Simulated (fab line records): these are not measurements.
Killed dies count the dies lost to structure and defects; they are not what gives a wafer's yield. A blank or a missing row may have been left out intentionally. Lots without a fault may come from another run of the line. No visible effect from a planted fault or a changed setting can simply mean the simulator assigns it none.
A lot that was struck, set against a sound lot || flow gf180mcu || 14 steps out of a route of 602
Sound: these wafers, L485.1, L485.2, L485.4. Wafers L497.2, L497.3, L497.5 were the ones struck. The cause is given at the end.
Order at every step that has rows: each side's tool, ch and its chambers, its first start. Under that, the readings that differ: sound wafers || struck wafers || difference of the means || sigmas: that difference in standard deviations of wafers without a fault.
alike: readings with means less than 2 such deviations apart, plus words and numbers identical on both sides. not compared: withheld readings, readings lacking a value on some wafer, bounds such as >300 that could conceal the same value, and numbers that have no deviation in the record and whose values overlap.
Wherever a step has rows on one side only, a row that says differs or no value, or a row with sigmas, the two part there. When numbers do not overlap yet have no deviation, they are printed without sigmas and do not part them. A reading that every wafer of one side lacks parts them only if that side has two wafers or more.

GF_HV_LDD_OVL_MEAS_32:
  sound on overlay-01, day 14 16:21; struck on overlay-02, day 18 17:55
{"reading": "HV_LDD_02_OVL (nm)", "sound": "1.5 1.4 0.6", "struck": "-1.7 -1.4 -1.5", "difference": -2.7, "sigmas": -2}
then, 4 steps without rows for these wafers: GF_HV_LDD_IMPLANT_33; GF_HV_LDD_IMPLANT_34; GF_HV_LDD_IMPLANT_35; GF_HV_LDD_IMPLANT_36.
GF_HV_LDD_STRIP_37: strips in O2/N2.
  sound on plasmaAsher-04 ch 0,1, day 14 16:59; struck on plasmaAsher-04 ch 0, day 18 18:32
{"reading": "stripTimeToEndpointS (s)", "sound": "12.54 12.62 12.59", "struck": "12.68 12.66 12.65", "difference": "+0.08", "sigmas": "+2"}
  alike: drypumpMotorCurrentA, heaterPowerW, oesProductAu
  not compared: rfHoursCounterH
GF_HV_LDD_TW_MEAS_38:
  sound on filmMetro-01, day 14 17:05; struck on filmMetro-02, day 18 18:39
  alike: HV_LDD_3_TW
then, 5 steps without rows for these wafers: GF_HV_LDD_DEHYDRATE_39 (time 60 s); GF_HV_LDD_HMDS_40 (prime time 60 s); GF_HV_LDD_COAT_41 (resist thk 1000 nm); GF_HV_LDD_SOFTBAKE_42 (time 60 s); GF_HV_LDD_EXPOSE_43 (exposes mask Pplus HV AREA, target cd 400 nm).
GF_HV_LDD_PEB_44:
  sound on lithoTrack-03 ch 0, day 15 13:59; struck on lithoTrack-02, day 19 18:47
{"reading": "exhaustPa (Pa)", "sound": "44.4 44.0 43.3", "struck": "- - -", "difference": "no value on the struck wafers", "sigmas": ""}
  not compared: chillPlateTempC
then, 1 step without rows for these wafers: GF_HV_LDD_DEVELOP_45 (develop time 60 s).

WHERE THEY PART
Last at GF_HV_LDD_PEB_44 as far as this record goes, first at GF_HV_LDD_OVL_MEAS_32.

WHY: the cause the simulator had injected
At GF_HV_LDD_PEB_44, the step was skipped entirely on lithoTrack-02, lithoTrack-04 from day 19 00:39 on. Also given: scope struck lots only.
